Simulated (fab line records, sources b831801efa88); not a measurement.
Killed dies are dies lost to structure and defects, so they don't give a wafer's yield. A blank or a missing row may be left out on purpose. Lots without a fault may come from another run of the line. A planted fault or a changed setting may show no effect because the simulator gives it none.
Split-lot experiment | flow sfq_line | 5 lots, 27 wafers read, on a route of 325 steps

THE SPLIT
At SFQ_TRILAYER_M6_DEP_SPUTTER_157 (material Nb, target thk 200 nm, time 133.3 s), the setting time_s was moved away from the recipe's 133.3 s on 12 of the 27 wafers read, by -49.0% to +48.9%. The other wafers ran this setting at the recipe's value.

FROM THE SPLIT TO THE READING: what the file shows between them, 3 steps
- SFQ_M6_RS_MEAS_938: measures by four-point-probe
- SFQ_TRILAYER_M6_LITHO_COAT_164: resist thk 62 nm
- SFQ_TRILAYER_M6_BARC_OPEN_METAL_ETCH_206: etches BARC in O2, target depth 125 nm, time 41.7 s

THE READING
oes_product_au, in a.u., at SFQ_TRILAYER_M6_ETCH_METAL_ETCH_162 (etches Nb in Cl2/Ar, stops on SiO2, target depth 240 nm, time 120 s). Fault-free wafers of this fab line usually give 0.889 a.u., standard deviation 0.0056 a.u..

wafer  | tool, chamber at the split | time_s as run, s | against the recipe | oes_product_au, a.u. | against lot-mates on the recipe
L075.1 | pvd_sputter-05, -          | 133.3            | recipe             | 0.894                | -
L075.2 | pvd_sputter-05, -          | 133.3            | recipe             | 0.880                | -
L075.3 | pvd_sputter-05, -          | 133.3            | recipe             | 0.883                | -
L077.1 | pvd_sputter-05, -          | 195.2            | +46.4%             | 0.995                | +0.102
L077.2 | pvd_sputter-05, -          | 195.2            | +46.4%             | 1.007                | +0.114
L077.3 | pvd_sputter-05, -          | 195.2            | +46.4%             | 0.977                | +0.084
L077.4 | pvd_sputter-05, -          | 133.3            | recipe             | 0.894                | -
L077.5 | pvd_sputter-05, -          | 133.3            | recipe             | 0.895                | -
L077.6 | pvd_sputter-05, -          | 133.3            | recipe             | 0.891                | -
L079.1 | pvd_sputter-05, -          | 133.3            | recipe             | 0.883                | -
L079.2 | pvd_sputter-05, -          | 90.17            | -32.4%             | 0.718                | -0.168
L079.3 | pvd_sputter-05, -          | 90.17            | -32.4%             | 0.730                | -0.156
L079.4 | pvd_sputter-05, -          | 133.3            | recipe             | 0.888                | -
L079.5 | pvd_sputter-05, -          | 90.17            | -32.4%             | 0.717                | -0.169
L079.6 | pvd_sputter-05, -          | 133.3            | recipe             | 0.888                | -
L081.1 | pvd_sputter-04, -          | 68.01            | -49.0%             | 0.630                | -0.256
L081.2 | pvd_sputter-04, -          | 68.01            | -49.0%             | 0.641                | -0.245
L081.3 | pvd_sputter-04, -          | 133.3            | recipe             | 0.888                | -
L081.4 | pvd_sputter-04, -          | 133.3            | recipe             | 0.891                | -
L081.5 | pvd_sputter-04, -          | 133.3            | recipe             | 0.879                | -
L081.6 | pvd_sputter-04, -          | 68.01            | -49.0%             | 0.638                | -0.248
L082.1 | pvd_sputter-04, -          | 133.3            | recipe             | 0.890                | -
L082.2 | pvd_sputter-04, -          | 198.5            | +48.9%             | 0.986                | +0.101
L082.3 | pvd_sputter-04, -          | 198.5            | +48.9%             | 0.995                | +0.110
L082.4 | pvd_sputter-04, -          | 133.3            | recipe             | 0.883                | -
L082.5 | pvd_sputter-04, -          | 133.3            | recipe             | 0.882                | -
L082.6 | pvd_sputter-04, -          | 198.5            | +48.9%             | 1.005                | +0.120

THE FIT
A straight line over all 27 wafers: oes_product_au changes by +0.00353 a.u. for each +1% of time_s; r = +0.95; the points scatter about the line by 0.034 a.u..
The same after taking each lot's own level away (the mean of its wafers on the recipe; 27 wafers): +0.0035 a.u. for each +1%; r = +0.95; scatter 0.034 a.u..
On that fit, the largest move of time_s shifts the reading by 0.17 a.u..
The lots' own levels span 0.8850 to 0.8933 a.u., that is 1.5 times the standard deviation above.
So the lot-to-lot level changes the slope little: the two slopes agree.
Check: with one of the wafers moved furthest among these (-49.0%) left out of the fit, the line predicts -0.19 a.u. for it against its lot-mates. It came out at -0.256 a.u. against them.

OTHER SPLITS ON THESE WAFERS
These wafers also went through other splits before the reading. Each is held against what the fit with the lots' levels taken away leaves over:
other split on the same wafers                  | wafers away from the commonest value | r with oes_product_au (lot level and that fit taken away)
SFQ_TRILAYER_JJ_TRILAYER_DEP_SPUTTER_109 time_s | 9                                    | +0.00
SFQ_TRILAYER_R5_DEP_SPUTTER_132 time_s          | 9                                    | -0.03
SFQ_TRILAYER_A5C_DEP_PECVD_142 time_s           | 6                                    | +0.10

THE WHOLE CHAIN: every reading that the file lists as answering this split, in the file's order
step                                | what it does                                                        | reading                                                                                   | change (the file's fit)                                                              | r (the file's)
SFQ_TRILAYER_M6_DEP_SPUTTER_157     | material Nb, target thk 200 nm, time 133.3 s                        | Nb_of_TRILAYER_M6_DEP_SPUTTER_157.thk_nm (the simulator's own value, which no gauge read) | +2 nm for each +1% of the setting                                                    | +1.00
SFQ_M6_RS_MEAS_938                  | measures by four-point-probe                                        | M6_NB_RS                                                                                  | not straight: 1.789 at the lowest setting, 0.896 at the recipe, 0.600 at the highest | not given
SFQ_TRILAYER_M6_ETCH_METAL_ETCH_162 | etches Nb in Cl2/Ar, stops on SiO2, target depth 240 nm, time 120 s | oes_product_au                                                                            | +0.00345 a.u. for each +1% of the setting                                            | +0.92

THE FILE'S OWN FIT
oes_product_au changes by +0.00345 a.u. for each +1% of time_s, r = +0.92.
